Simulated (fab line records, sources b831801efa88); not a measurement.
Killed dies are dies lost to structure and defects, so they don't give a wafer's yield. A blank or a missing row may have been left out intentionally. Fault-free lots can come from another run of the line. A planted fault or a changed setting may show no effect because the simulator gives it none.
Check of tool commonality + flow sky130 + Lots sampled 13, wafers sampled 39

== WHY IT WAS OPENED ==
At SKY_SONOS_ONO_THK_MEAS_01 the reading SONOS_ONO_OXIDATION_THK is flagged on 3 of 13 lots. No-fault wafers: 2.61 nm, standard deviation 0.049.
Rule: flag the lot when none of its wafers has a number, or when each of its wafers that has one lies beyond 4 standard deviations from that mean. All remaining lots are regarded as sound.

| lot  | measured     | on            | SONOS_ONO_OXIDATION_THK (nm), wafer by wafer | flag    |
|------|--------------|---------------|----------------------------------------------|---------|
| L683 | day 11 00:24 | film_metro-04 | 2.55 2.72 2.60                               |         |
| L686 | day 12 08:24 | film_metro-04 | 2.60 2.55 2.66                               |         |
| L687 | day 12 15:13 | film_metro-01 | 2.68 2.71 2.64                               |         |
| L688 | day 13 17:47 | film_metro-01 | 2.91 2.85 2.93                               | FLAGGED |
| L689 | day 13 20:38 | film_metro-04 | 2.94 2.96 2.89                               | FLAGGED |
| L690 | day 13 20:43 | film_metro-04 | 2.86 2.89 2.93                               | FLAGGED |
| L698 | day 16 11:41 | film_metro-01 | 2.58 2.57 2.52                               |         |
| L699 | day 16 18:48 | film_metro-01 | 2.60 2.56 2.54                               |         |
| L702 | day 17 18:45 | film_metro-04 | 2.61 2.63 2.61                               |         |
| L703 | day 18 13:43 | film_metro-01 | 2.62 2.64 2.64                               |         |
| L704 | day 19 03:11 | film_metro-01 | 2.60 2.64 2.65                               |         |
| L706 | day 19 07:26 | film_metro-04 | 2.53 2.61 2.60                               |         |
| L705 | day 19 10:01 | film_metro-04 | 2.60 2.47 2.57                               |         |
Average over the flagged lots: 2.91 nm; offset from the usual +0.30 nm, equal to +6 standard deviations.

== WHICH TOOL EACH LOT WENT THROUGH ==
2 process steps preceding the reading are held in the record, out of 708 steps in the route. In each cell: the tool, then ch and the chambers that the sampled wafers went through, then the start.
| lot  | flag    | SKY_VT_ADJUST_HVTR_STRIP_10          | SKY_SONOS_ONO_OXIDATION_00    |
|------|---------|--------------------------------------|-------------------------------|
| L683 |         | plasma_asher-03 ch 0,1, day 9 02:02  | furnace-02 ch 0, day 10 23:03 |
| L686 |         | plasma_asher-04 ch 0,1, day 10 04:56 | furnace-01 ch 0, day 12 07:03 |
| L687 |         | plasma_asher-04 ch 0,1, day 10 13:32 | furnace-01 ch 0, day 12 13:52 |
| L688 | FLAGGED | plasma_asher-04 ch 0,1, day 11 12:14 | furnace-01 ch 0, day 13 16:26 |
| L689 | FLAGGED | plasma_asher-04 ch 0,1, day 11 15:38 | furnace-01 ch 0, day 13 19:17 |
| L690 | FLAGGED | plasma_asher-04 ch 1, day 11 16:49   | furnace-01 ch 0, day 13 19:17 |
| L698 |         | plasma_asher-02 ch 1, day 14 01:41   | furnace-01 ch 0, day 16 10:20 |
| L699 |         | plasma_asher-03 ch 0,1, day 14 07:53 | furnace-02 ch 0, day 16 17:27 |
| L702 |         | plasma_asher-04 ch 0,1, day 15 10:46 | furnace-01 ch 0, day 17 17:23 |
| L703 |         | plasma_asher-04 ch 0,1, day 16 03:37 | furnace-02 ch 0, day 18 12:23 |
| L704 |         | plasma_asher-04 ch 0,1, day 16 15:23 | furnace-02 ch 0, day 19 01:50 |
| L706 |         | plasma_asher-03 ch 0,1, day 16 19:53 | furnace-02 ch 0, day 19 06:04 |
| L705 |         | plasma_asher-02 ch 0,1, day 16 21:20 | furnace-02 ch 0, day 19 08:40 |
These steps, and what they do:
- SKY_VT_ADJUST_HVTR_STRIP_10: strips in O2/N2.
- SKY_SONOS_ONO_OXIDATION_00: stabilise 600 s, purge 300 s, target thk 2.6 nm.
- SKY_SONOS_ONO_THK_MEAS_01

== FLAGGED AGAINST TOTAL, ONE TOOL AT A TIME (gauges that did the reading follow at the end) ==
| step                        | tool            | lots run | flagged | share of the flagged lots | sound lots run after its first flagged lot |
|-----------------------------|-----------------|----------|---------|---------------------------|--------------------------------------------|
| SKY_VT_ADJUST_HVTR_STRIP_10 | plasma_asher-02 | 2        | 0       | none                      | -                                          |
| SKY_VT_ADJUST_HVTR_STRIP_10 | plasma_asher-03 | 3        | 0       | none                      | -                                          |
| SKY_VT_ADJUST_HVTR_STRIP_10 | plasma_asher-04 | 8        | 3       | all                       | 3 (L702,L703,L704)                         |
| SKY_SONOS_ONO_OXIDATION_00  | furnace-01      | 7        | 3       | all                       | 2 (L698,L702)                              |
| SKY_SONOS_ONO_OXIDATION_00  | furnace-02      | 6        | 0       | none                      | -                                          |
| SKY_SONOS_ONO_THK_MEAS_01   | film_metro-01   | 6        | 1       | some                      | 4 (L698,L699,L703,L704)                    |
| SKY_SONOS_ONO_THK_MEAS_01   | film_metro-04   | 7        | 2       | some                      | 3 (L702,L706,L705)                         |

== WHAT THE TABLE PERMITS ==
In 2 table rows, all flagged lots were run: plasma_asher-04 (SKY_VT_ADJUST_HVTR_STRIP_10), furnace-01 (SKY_SONOS_ONO_OXIDATION_00).
- plasma_asher-04 at SKY_VT_ADJUST_HVTR_STRIP_10: 3 of its 8 lots flagged. Sound lots ran on it after the first flagged one (L702, L703, L704), which a lasting fault on the whole tool wouldn't allow.
- furnace-01 at SKY_SONOS_ONO_OXIDATION_00: 3 of its 7 lots flagged. Sound lots ran on it after the first flagged one (L698, L702), which a lasting fault on the whole tool wouldn't allow.
No row of the table ran every flagged lot and no sound lot after the first.

== WHAT THE SIMULATOR HAD INSERTED ==
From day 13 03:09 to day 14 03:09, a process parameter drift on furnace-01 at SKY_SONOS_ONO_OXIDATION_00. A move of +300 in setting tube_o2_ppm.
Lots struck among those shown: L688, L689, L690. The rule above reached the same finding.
